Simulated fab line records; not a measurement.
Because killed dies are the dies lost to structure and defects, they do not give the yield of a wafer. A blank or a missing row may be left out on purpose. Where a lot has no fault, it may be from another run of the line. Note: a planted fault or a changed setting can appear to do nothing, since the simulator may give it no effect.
Check of tool commonality :: flow sky130 :: Sampled: 13 lots, 39 wafers

== REASON IT WAS OPENED ==
SKY_LDD_HVN_TW_MEAS_10, reading LDD_HVN_TW: flagged on 1 of 13 lots. No-fault wafers: 1432, standard deviation 12.
Rule: flag the lot when none of its wafers has a number, or when each of its wafers that has one lies beyond 4 standard deviations from that mean. The rest of the lots are taken to be sound.

lot: L422
measured: day 20 01:36
on: filmMetro-02
LDD_HVN_TW, wafer by wafer: 1441 1440 1444
flag: 

lot: L423
measured: day 20 16:32
on: filmMetro-04
LDD_HVN_TW, wafer by wafer: 1419 1420 1419
flag: 

lot: L425
measured: day 21 08:35
on: filmMetro-04
LDD_HVN_TW, wafer by wafer: 1437 1426 1435
flag: 

lot: L426
measured: day 21 23:23
on: filmMetro-04
LDD_HVN_TW, wafer by wafer: 1435 1435 1436
flag: 

lot: L427
measured: day 22 08:20
on: filmMetro-03
LDD_HVN_TW, wafer by wafer: 1447 1446 1440
flag: 

lot: L428
measured: day 22 11:35
on: filmMetro-04
LDD_HVN_TW, wafer by wafer: 1413 1418 1422
flag: 

lot: L430
measured: day 23 09:28
on: filmMetro-03
LDD_HVN_TW, wafer by wafer: 1441 1446 1444
flag: 

lot: L432
measured: day 24 11:09
on: filmMetro-03
LDD_HVN_TW, wafer by wafer: 1461 1457 1463
flag: 

lot: L433
measured: day 24 13:44
on: filmMetro-02
LDD_HVN_TW, wafer by wafer: 30 30 30
flag: FLAGGED

lot: L435
measured: day 25 02:11
on: filmMetro-02
LDD_HVN_TW, wafer by wafer: 1431 1442 1426
flag: 

lot: L442
measured: day 27 13:35
on: filmMetro-02
LDD_HVN_TW, wafer by wafer: 1432 1427 1433
flag: 

lot: L443
measured: day 27 15:02
on: filmMetro-02
LDD_HVN_TW, wafer by wafer: 1429 1434 1436
flag: 

lot: L445
measured: day 28 03:13
on: filmMetro-03
LDD_HVN_TW, wafer by wafer: 1437 1450 1449
flag: 
Averaged over the flagged lots the numbers come to 30, -1402 from the usual (-99 or more standard deviations).

== EACH LOT AND THE TOOL IT RAN ON ==
The record keeps 1 process step preceding the reading, out of 708 steps on the route. Cell contents, in order: the tool; ch with the chambers the sampled wafers went through; the start.
lot: L422
flag: 
SKY_LDD_HVN_EXPOSE_04: ilineStepper-02 ch 0, day 19 10:27

lot: L423
flag: 
SKY_LDD_HVN_EXPOSE_04: ilineStepper-02 ch 0, day 20 01:01

lot: L425
flag: 
SKY_LDD_HVN_EXPOSE_04: ilineStepper-02 ch 0, day 20 17:48

lot: L426
flag: 
SKY_LDD_HVN_EXPOSE_04: ilineStepper-01 ch 0, day 21 07:26

lot: L427
flag: 
SKY_LDD_HVN_EXPOSE_04: ilineStepper-01 ch 0, day 21 17:20

lot: L428
flag: 
SKY_LDD_HVN_EXPOSE_04: ilineStepper-01 ch 0, day 21 20:46

lot: L430
flag: 
SKY_LDD_HVN_EXPOSE_04: ilineStepper-01 ch 0, day 22 17:55

lot: L432
flag: 
SKY_LDD_HVN_EXPOSE_04: ilineStepper-01 ch 0, day 23 20:15

lot: L433
flag: FLAGGED
SKY_LDD_HVN_EXPOSE_04: ilineStepper-01 ch 0, day 23 22:35

lot: L435
flag: 
SKY_LDD_HVN_EXPOSE_04: ilineStepper-01 ch 0, day 24 11:44

lot: L442
flag: 
SKY_LDD_HVN_EXPOSE_04: ilineStepper-01 ch 0, day 26 23:08

lot: L443
flag: 
SKY_LDD_HVN_EXPOSE_04: ilineStepper-01 ch 0, day 27 00:23

lot: L445
flag: 
SKY_LDD_HVN_EXPOSE_04: ilineStepper-01 ch 0, day 27 12:37
What these steps do:
- SKY_LDD_HVN_EXPOSE_04: exposes mask HVNTM, target cd 700 nm.
- SKY_LDD_HVN_TW_MEAS_10

== FLAGGED OVER TOTAL, TOOL BY TOOL (the gauges that took the reading come last) ==
step: SKY_LDD_HVN_EXPOSE_04
tool: ilineStepper-01
lots run: 10
flagged: 1
share of the flagged lots: all
sound lots run after its first flagged lot: 4 (L435,L442,L443,L445)

step: SKY_LDD_HVN_EXPOSE_04
tool: ilineStepper-02
lots run: 3
flagged: 0
share of the flagged lots: none
sound lots run after its first flagged lot: -

step: SKY_LDD_HVN_TW_MEAS_10
tool: filmMetro-02
lots run: 5
flagged: 1
share of the flagged lots: all
sound lots run after its first flagged lot: 3 (L435,L442,L443)

step: SKY_LDD_HVN_TW_MEAS_10
tool: filmMetro-03
lots run: 4
flagged: 0
share of the flagged lots: none
sound lots run after its first flagged lot: -

step: SKY_LDD_HVN_TW_MEAS_10
tool: filmMetro-04
lots run: 4
flagged: 0
share of the flagged lots: none
sound lots run after its first flagged lot: -

== WHAT IS ALLOWED BY THE TABLE ==
ilineStepper-01 at SKY_LDD_HVN_EXPOSE_04 and filmMetro-02 at SKY_LDD_HVN_TW_MEAS_10 are the 2 rows of the table that ran each flagged lot.
- ilineStepper-01 at SKY_LDD_HVN_EXPOSE_04: 1 of its 10 lots flagged. Sound lots followed the first flagged one (L435, L442, L443, L445) on it, something a lasting fault affecting the whole tool could not allow.
- filmMetro-02 at SKY_LDD_HVN_TW_MEAS_10: 1 of its 5 lots flagged. Sound lots followed the first flagged one (L435, L442, L443) on it, something a lasting fault affecting the whole tool could not allow.
No row of the table ran every flagged lot and no sound lot after the first.

== WHAT THE SIMULATOR HAD PUT IN ==
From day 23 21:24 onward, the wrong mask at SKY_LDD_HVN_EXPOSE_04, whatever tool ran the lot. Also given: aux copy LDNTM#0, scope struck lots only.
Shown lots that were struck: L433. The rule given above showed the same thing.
